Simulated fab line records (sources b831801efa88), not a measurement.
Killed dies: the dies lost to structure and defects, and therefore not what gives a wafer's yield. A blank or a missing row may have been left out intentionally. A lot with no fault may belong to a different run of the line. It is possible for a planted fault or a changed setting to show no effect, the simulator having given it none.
fab line records || flow sfq-line
[record] {"lots": 14, "wafers": 42, "last-day": 80}
route steps=325 shown R5@224
lots with no fault: from the same line, run without faults
start-h: hours from the record's first day to the start of the lot's first wafer shown || wait-h: how many hours have passed since the lot's step before this one || " same as the row above || L1.1+2: a row that stands for several wafers || - no value, or no start was given || * or withheld: withheld || < > ~ a bound
route shown NAME@n: NAME is a module with steps in the file, n the number in the route of the first one || usual: the fault-free wafers' mean and standard deviation || same: alike in all rows || chamber/n: place in a boat || sites: per-site readings || _std_site: the standard deviation of these || _edge_site: outer sites' mean less inner sites' || radius-mm: for every site, how far away it sits from the centre of the wafer || mask NAME#n: copy n || behind: the tool/chamber that last shaped the wafer || hold: the reason the lot was held/the length of the hold in hours/how it ended || device: the n, p or np transistor that did not switch || end of line: tests of these same wafers at the route's end || step lacking rows: just its recipe || killed: dies lost to structure and defects at the first sort, not the wafer's yield || map: per-die view of a wafer (x killed, . not killed, _ where there is no die)
set.NAME: the setting that was run; set.NAME@STEP: the one run at that earlier step || model.NAME: the simulator's own value behind a step, which no gauge read
steps of the route over a sample of lots; a table a step, a row a wafer
services: from which hour (start-h, from the record's first day; less than 0 if before it) a tool's chamber was out of use, for how many hours, and why
[[steps]]
[step SFQ_TRILAYER_R5_BARC_OPEN_METAL_ETCH_177]
[recipe] {"mask-material": "PR", "chemistry": "O2", "target-depth-nm": 125, "target": "BARC", "icp-w": 600, "bias-w": 80, "pressure-mtorr": 10, "time-s": 41.7}
[usual] {"drypump-motor-current-A": "5.8/0.59", "oes-product-au": "0.685/0.0049", "run-length-s": "70.1/0.63"}
{"lot.wafer": "L865.1", "tool": "rie-metal-04", "chamber": 1, "start-h": 1270.64, "wait-h": 0.0, "drypump-motor-current-A": 4.8, "oes-product-au": 0.689, "rf-hours-counter-h": 108, "run-length-s": 70.4}
{"lot.wafer": "L865.4", "tool": "rie-metal-04", "chamber": 0, "start-h": 1270.64, "wait-h": 0.0, "drypump-motor-current-A": 5.6, "oes-product-au": 0.701, "rf-hours-counter-h": "-", "run-length-s": 69.6}
{"lot.wafer": "L865.6", "tool": "rie-metal-04", "chamber": 1, "start-h": 1270.64, "wait-h": 0.0, "drypump-motor-current-A": 4.8, "oes-product-au": 0.685, "rf-hours-counter-h": "-", "run-length-s": 70.2}
{"lot.wafer": "L866.1", "tool": "rie-metal-03", "chamber": 1, "start-h": 1271.84, "wait-h": 0.0, "drypump-motor-current-A": 6.1, "oes-product-au": 0.686, "rf-hours-counter-h": 61, "run-length-s": 70.0}
{"lot.wafer": "L866.3", "tool": "rie-metal-03", "chamber": 1, "start-h": 1271.84, "wait-h": 0.0, "drypump-motor-current-A": 6.1, "oes-product-au": 0.680, "rf-hours-counter-h": "-", "run-length-s": 70.3}
{"lot.wafer": "L866.5", "tool": "rie-metal-03", "chamber": 1, "start-h": 1271.84, "wait-h": 0.0, "drypump-motor-current-A": 6.1, "oes-product-au": 0.687, "rf-hours-counter-h": "-", "run-length-s": 70.1}
{"lot.wafer": "L867.2", "tool": "rie-metal-04", "chamber": 0, "start-h": 1274.45, "wait-h": 0.0, "drypump-motor-current-A": 5.6, "oes-product-au": 0.689, "rf-hours-counter-h": 120, "run-length-s": 69.9}
{"lot.wafer": "L867.4", "tool": "rie-metal-04", "chamber": 1, "start-h": 1274.45, "wait-h": 0.0, "drypump-motor-current-A": 4.8, "oes-product-au": 0.690, "rf-hours-counter-h": "-", "run-length-s": 70.4}
{"lot.wafer": "L867.5", "tool": "rie-metal-04", "chamber": 1, "start-h": 1274.45, "wait-h": 0.0, "drypump-motor-current-A": 4.7, "oes-product-au": 0.686, "rf-hours-counter-h": "-", "run-length-s": 70.1}
{"lot.wafer": "L868.1", "tool": "rie-metal-03", "chamber": 0, "start-h": 1401.54, "wait-h": 0.0, "drypump-motor-current-A": 5.5, "oes-product-au": 0.688, "rf-hours-counter-h": 21, "run-length-s": 70.3}
{"lot.wafer": "L868.3", "tool": "rie-metal-03", "chamber": 0, "start-h": 1401.54, "wait-h": 0.0, "drypump-motor-current-A": 5.5, "oes-product-au": 0.682, "rf-hours-counter-h": "-", "run-length-s": 69.9}
{"lot.wafer": "L868.4", "tool": "rie-metal-03", "chamber": 1, "start-h": 1401.54, "wait-h": 0.0, "drypump-motor-current-A": 6.1, "oes-product-au": 0.693, "rf-hours-counter-h": "-", "run-length-s": 70.2}
{"lot.wafer": "L869.2", "tool": "rie-metal-03", "chamber": 0, "start-h": 1403.94, "wait-h": 0.0, "drypump-motor-current-A": 5.5, "oes-product-au": 0.676, "rf-hours-counter-h": 21, "run-length-s": 69.8}
{"lot.wafer": "L869.4", "tool": "rie-metal-03", "chamber": 1, "start-h": 1403.94, "wait-h": 0.0, "drypump-motor-current-A": 6.1, "oes-product-au": 0.686, "rf-hours-counter-h": "-", "run-length-s": 69.8}
{"lot.wafer": "L869.6", "tool": "rie-metal-03", "chamber": 1, "start-h": 1403.94, "wait-h": 0.0, "drypump-motor-current-A": 6.1, "oes-product-au": 0.681, "rf-hours-counter-h": "-", "run-length-s": 69.8}
{"lot.wafer": "L870.2", "tool": "rie-metal-04", "chamber": 1, "start-h": 1405.42, "wait-h": 0.0, "drypump-motor-current-A": 4.7, "oes-product-au": 0.690, "rf-hours-counter-h": "-", "run-length-s": 70.4}
{"lot.wafer": "L870.4", "tool": "rie-metal-04", "chamber": 1, "start-h": 1405.42, "wait-h": 0.0, "drypump-motor-current-A": 4.7, "oes-product-au": 0.695, "rf-hours-counter-h": "-", "run-length-s": 70.2}
{"lot.wafer": "L870.6", "tool": "rie-metal-04", "chamber": 1, "start-h": 1405.42, "wait-h": 0.0, "drypump-motor-current-A": 4.7, "oes-product-au": 0.683, "rf-hours-counter-h": "-", "run-length-s": 70.3}
{"lot.wafer": "L871.1", "tool": "rie-metal-02", "chamber": 0, "start-h": 1406.60, "wait-h": 0.0, "drypump-motor-current-A": 6.6, "oes-product-au": 0.683, "rf-hours-counter-h": 87, "run-length-s": 70.0}
{"lot.wafer": "L871.4", "tool": "rie-metal-02", "chamber": 1, "start-h": 1406.60, "wait-h": 0.0, "drypump-motor-current-A": 6.3, "oes-product-au": 0.683, "rf-hours-counter-h": "-", "run-length-s": 69.8}
{"lot.wafer": "L871.5", "tool": "rie-metal-02", "chamber": 1, "start-h": 1406.60, "wait-h": 0.0, "drypump-motor-current-A": 6.3, "oes-product-au": 0.678, "rf-hours-counter-h": "-", "run-length-s": 70.1}
{"lot.wafer": "L872.2", "tool": "rie-metal-03", "chamber": 0, "start-h": 1411.40, "wait-h": 0.0, "drypump-motor-current-A": 5.5, "oes-product-au": 0.687, "rf-hours-counter-h": 23, "run-length-s": 69.9}
{"lot.wafer": "L872.4", "tool": "rie-metal-03", "chamber": 1, "start-h": 1411.40, "wait-h": 0.0, "drypump-motor-current-A": 6.1, "oes-product-au": 0.686, "rf-hours-counter-h": "-", "run-length-s": 69.9}
{"lot.wafer": "L872.5", "tool": "rie-metal-03", "chamber": 0, "start-h": 1411.40, "wait-h": 0.0, "drypump-motor-current-A": 5.5, "oes-product-au": 0.677, "rf-hours-counter-h": "-", "run-length-s": 69.9}
{"lot.wafer": "L874.1", "tool": "rie-metal-04", "chamber": 1, "start-h": 1417.40, "wait-h": 0.0, "drypump-motor-current-A": 4.8, "oes-product-au": 0.690, "rf-hours-counter-h": 137, "run-length-s": 70.4}
{"lot.wafer": "L874.2", "tool": "rie-metal-04", "chamber": 0, "start-h": 1417.40, "wait-h": 0.0, "drypump-motor-current-A": 5.6, "oes-product-au": 0.686, "rf-hours-counter-h": 0, "run-length-s": 69.5}
{"lot.wafer": "L874.4", "tool": "rie-metal-04", "chamber": 0, "start-h": 1417.40, "wait-h": 0.0, "drypump-motor-current-A": 5.6, "oes-product-au": 0.678, "rf-hours-counter-h": "-", "run-length-s": 69.7}
{"lot.wafer": "L879.3", "tool": "rie-metal-04", "chamber": 1, "start-h": 1604.56, "wait-h": 0.0, "drypump-motor-current-A": 4.7, "oes-product-au": 0.666, "rf-hours-counter-h": "-", "run-length-s": 73.1}
{"lot.wafer": "L879.4", "tool": "rie-metal-04", "chamber": 0, "start-h": 1604.56, "wait-h": 0.0, "drypump-motor-current-A": 5.6, "oes-product-au": 0.688, "rf-hours-counter-h": "-", "run-length-s": 69.8}
{"lot.wafer": "L879.5", "tool": "rie-metal-04", "chamber": 1, "start-h": 1604.56, "wait-h": 0.0, "drypump-motor-current-A": 4.7, "oes-product-au": 0.675, "rf-hours-counter-h": "-", "run-length-s": 70.1}
{"lot.wafer": "L880.2", "tool": "rie-metal-04", "chamber": 1, "start-h": 1606.94, "wait-h": 0.0, "drypump-motor-current-A": 4.8, "oes-product-au": 0.677, "rf-hours-counter-h": 9, "run-length-s": 70.3}
{"lot.wafer": "L880.3", "tool": "rie-metal-04", "chamber": 1, "start-h": 1606.94, "wait-h": 0.0, "drypump-motor-current-A": 4.7, "oes-product-au": 0.670, "rf-hours-counter-h": "-", "run-length-s": 72.9}
{"lot.wafer": "L880.6", "tool": "rie-metal-04", "chamber": 1, "start-h": 1606.94, "wait-h": 0.0, "drypump-motor-current-A": 4.8, "oes-product-au": 0.664, "rf-hours-counter-h": "-", "run-length-s": 73.0}
{"lot.wafer": "L885.2", "tool": "rie-metal-02", "chamber": 0, "start-h": 1616.32, "wait-h": 0.0, "drypump-motor-current-A": 6.6, "oes-product-au": 0.693, "rf-hours-counter-h": 118, "run-length-s": 70.1}
{"lot.wafer": "L885.4", "tool": "rie-metal-02", "chamber": 0, "start-h": 1616.32, "wait-h": 0.0, "drypump-motor-current-A": 6.5, "oes-product-au": 0.676, "rf-hours-counter-h": "-", "run-length-s": 70.3}
{"lot.wafer": "L885.6", "tool": "rie-metal-02", "chamber": 1, "start-h": 1616.32, "wait-h": 0.0, "drypump-motor-current-A": 6.3, "oes-product-au": 0.685, "rf-hours-counter-h": "-", "run-length-s": 69.8}
{"lot.wafer": "L886.1", "tool": "rie-metal-03", "chamber": 0, "start-h": 1617.52, "wait-h": 0.0, "drypump-motor-current-A": 5.4, "oes-product-au": 0.683, "rf-hours-counter-h": 50, "run-length-s": 69.7}
{"lot.wafer": "L886.2", "tool": "rie-metal-03", "chamber": 1, "start-h": 1617.52, "wait-h": 0.0, "drypump-motor-current-A": 6.1, "oes-product-au": 0.683, "rf-hours-counter-h": 113, "run-length-s": 70.1}
{"lot.wafer": "L886.3", "tool": "rie-metal-03", "chamber": 0, "start-h": 1617.52, "wait-h": 0.0, "drypump-motor-current-A": 5.5, "oes-product-au": 0.690, "rf-hours-counter-h": "-", "run-length-s": 69.7}
{"lot.wafer": "L887.3", "tool": "rie-metal-02", "chamber": 1, "start-h": 1630.12, "wait-h": 0.0, "drypump-motor-current-A": 6.3, "oes-product-au": 0.682, "rf-hours-counter-h": "-", "run-length-s": 69.6}
{"lot.wafer": "L887.4", "tool": "rie-metal-02", "chamber": 0, "start-h": 1630.12, "wait-h": 0.0, "drypump-motor-current-A": 6.5, "oes-product-au": 0.678, "rf-hours-counter-h": "-", "run-length-s": 70.4}
{"lot.wafer": "L887.6", "tool": "rie-metal-02", "chamber": 0, "start-h": 1630.12, "wait-h": 0.0, "drypump-motor-current-A": 6.5, "oes-product-au": 0.690, "rf-hours-counter-h": "-", "run-length-s": 70.2}
[[services]]
{"tool": "rie-metal-03", "chamber": 0, "start-h": 1258.38, "hours": "-", "kind": "clean"}
{"tool": "rie-metal-03", "chamber": 0, "start-h": 1258.38, "hours": "-", "kind": "consumable-replace:focus-ring"}
{"tool": "rie-metal-03", "chamber": 0, "start-h": 1258.38, "hours": 16.2, "kind": "scheduled-down"}
{"tool": "rie-metal-03", "chamber": 0, "start-h": 1258.38, "hours": 16.2, "kind": "vent-cycle"}
{"tool": "rie-metal-04", "chamber": 1, "start-h": 1308.36, "hours": 5.9, "kind": "repair"}
{"tool": "rie-metal-04", "chamber": "-", "start-h": 1313.85, "hours": 2.8, "kind": "pm"}
{"tool": "rie-metal-04", "chamber": "-", "start-h": 1362.68, "hours": 1.5, "kind": "repair"}
{"tool": "rie-metal-04", "chamber": 0, "start-h": 1374.70, "hours": 7.1, "kind": "repair"}
{"tool": "rie-metal-04", "chamber": "-", "start-h": 1387.35, "hours": 0.6, "kind": "repair"}
{"tool": "rie-metal-04", "chamber": 0, "start-h": 1394.69, "hours": "-", "kind": "clean"}
{"tool": "rie-metal-04", "chamber": 0, "start-h": 1394.69, "hours": "-", "kind": "consumable-replace:focus-ring"}
{"tool": "rie-metal-04", "chamber": 0, "start-h": 1394.69, "hours": 22.7, "kind": "scheduled-down"}
{"tool": "rie-metal-04", "chamber": 0, "start-h": 1394.69, "hours": 22.7, "kind": "vent-cycle"}
{"tool": "rie-metal-02", "chamber": "-", "start-h": 1496.56, "hours": 2.8, "kind": "pm"}
{"tool": "rie-metal-04", "chamber": 1, "start-h": 1498.87, "hours": "-", "kind": "clean"}
{"tool": "rie-metal-04", "chamber": 1, "start-h": 1498.87, "hours": "-", "kind": "consumable-replace:focus-ring"}
{"tool": "rie-metal-04", "chamber": 1, "start-h": 1498.87, "hours": 17.2, "kind": "scheduled-down"}
{"tool": "rie-metal-04", "chamber": 1, "start-h": 1498.87, "hours": 17.2, "kind": "vent-cycle"}
{"tool": "rie-metal-02", "chamber": 1, "start-h": 1499.31, "hours": "-", "kind": "clean"}
{"tool": "rie-metal-02", "chamber": 1, "start-h": 1499.31, "hours": "-", "kind": "consumable-replace:focus-ring"}
{"tool": "rie-metal-02", "chamber": 1, "start-h": 1499.31, "hours": 24.6, "kind": "scheduled-down"}
{"tool": "rie-metal-03", "chamber": "-", "start-h": 1524.39, "hours": 0.7, "kind": "repair"}
{"tool": "rie-metal-04", "chamber": "-", "start-h": 1556.38, "hours": 14.6, "kind": "pm"}
{"tool": "rie-metal-03", "chamber": "-", "start-h": 1578.28, "hours": 2.8, "kind": "pm"}
[[key]]
[first-sign] {"step": "SFQ_TRILAYER_R5_BARC_OPEN_METAL_ETCH_177", "reading": "run-length-s", "direction": "up", "sigmas": 4.6, "usual": "*", "struck": "*"}
[effect] {"step": "SFQ_TRILAYER_R5_BARC_OPEN_METAL_ETCH_177", "reading": "oes-product-au", "direction": "down", "sigmas": 3.7, "usual": 0.685, "struck": 0.667}
met-at SFQ_TRILAYER_R5_BARC_OPEN_METAL_ETCH_177
struck-lots L879,L880
struck-wafers L879.3,L880.3,L880.6
onset-between 1417.40 1604.56
[fault] {"kind": "process-parameter-drift", "tool": "rie-metal-04", "chamber": "-", "onset-h": 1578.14, "steps": "SFQ_TRILAYER_R5_BARC_OPEN_METAL_ETCH_177", "channel": "time-s", "offset": "*", "shape": "step", "end-h": 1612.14, "scope": "struck-wafers-only", "acts-in": "*", "stated": "*"}
